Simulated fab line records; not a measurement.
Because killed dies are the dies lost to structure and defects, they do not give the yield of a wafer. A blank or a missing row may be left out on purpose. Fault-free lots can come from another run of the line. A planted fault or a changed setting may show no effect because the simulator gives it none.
Which tool is to blame? || flow sky130 || 30 wafers from 10 lots sampled at 2 of the route's 708 steps

## WHAT THE GAUGES READ, wafer by wafer
SKY_METAL3_OVL_MEAS_14.
{"lot": "L681", "measured": "day 38 12:54", "on": "overlay-01", "METAL3_OVL (nm)": "-3 -10 -7"}
{"lot": "L682", "measured": "day 39 02:18", "on": "overlay-02", "METAL3_OVL (nm)": "-10 -7 -5"}
{"lot": "L683", "measured": "day 39 04:37", "on": "overlay-01", "METAL3_OVL (nm)": "-8 2 -11"}
{"lot": "L684", "measured": "day 39 13:46", "on": "overlay-02", "METAL3_OVL (nm)": "-15 -16 -10"}
{"lot": "L685", "measured": "day 39 16:03", "on": "overlay-02", "METAL3_OVL (nm)": "-10 -15 -9"}
{"lot": "L694", "measured": "day 42 16:49", "on": "overlay-02", "METAL3_OVL (nm)": "1 3 -3"}
{"lot": "L697", "measured": "day 43 11:37", "on": "overlay-01", "METAL3_OVL (nm)": "-8 -10 -7"}
{"lot": "L701", "measured": "day 44 21:56", "on": "overlay-01", "METAL3_OVL (nm)": "-12 -8 -7"}
{"lot": "L703", "measured": "day 45 13:43", "on": "overlay-02", "METAL3_OVL (nm)": "5 -1 -3"}
{"lot": "L704", "measured": "day 45 17:58", "on": "overlay-02", "METAL3_OVL (nm)": "2 -2 3"}

## EACH LOT AND THE TOOL THAT RAN IT (in order: tool; ch and the chambers of the sampled wafers; start)
{"lot": "L681", "SKY_CAPM_METAL_ETCH_13": "rie-metal-04 ch 1, day 37 10:22"}
{"lot": "L682", "SKY_CAPM_METAL_ETCH_13": "rie-metal-01 ch 0,1, day 37 23:40"}
{"lot": "L683", "SKY_CAPM_METAL_ETCH_13": "rie-metal-04 ch 0,1, day 38 02:46"}
{"lot": "L684", "SKY_CAPM_METAL_ETCH_13": "rie-metal-01 ch 1, day 38 11:52"}
{"lot": "L685", "SKY_CAPM_METAL_ETCH_13": "rie-metal-02 ch 0,1, day 38 14:17"}
{"lot": "L694", "SKY_CAPM_METAL_ETCH_13": "rie-metal-02 ch 0,1, day 41 16:16"}
{"lot": "L697", "SKY_CAPM_METAL_ETCH_13": "rie-metal-02 ch 0,1, day 42 12:01"}
{"lot": "L701", "SKY_CAPM_METAL_ETCH_13": "rie-metal-02 ch 0,1, day 43 22:31"}
{"lot": "L703", "SKY_CAPM_METAL_ETCH_13": "rie-metal-01 ch 0,1, day 44 14:49"}
{"lot": "L704", "SKY_CAPM_METAL_ETCH_13": "rie-metal-01 ch 0,1, day 44 19:36"}
- SKY_CAPM_METAL_ETCH_13: etches TiN in Cl2/BCl3, stops on SiO2, target depth 220 nm, time 62.9 s.

## THE ANSWER, worked out from the rows above alone
Rule: the lots themselves supply what counts as usual. Put in order of their means at a reading, lots are off if they are a third of the lots or fewer, leave a main group of 4 or more, and stand apart from it by a gap of 3 or more times the standard deviation of the main group's means; of several such gaps the widest counts. The tables above print the reading to a certain number of digits; a main group whose means all agree to those digits is not used. Also off: a lot with no number at a reading for which 4 or more lots have one. Any other lot the step has rows for is counted as sound.
Across all readings shown, no lot is off: no conclusion can be drawn from this.

## WHAT WAS PUT IN BY THE SIMULATOR
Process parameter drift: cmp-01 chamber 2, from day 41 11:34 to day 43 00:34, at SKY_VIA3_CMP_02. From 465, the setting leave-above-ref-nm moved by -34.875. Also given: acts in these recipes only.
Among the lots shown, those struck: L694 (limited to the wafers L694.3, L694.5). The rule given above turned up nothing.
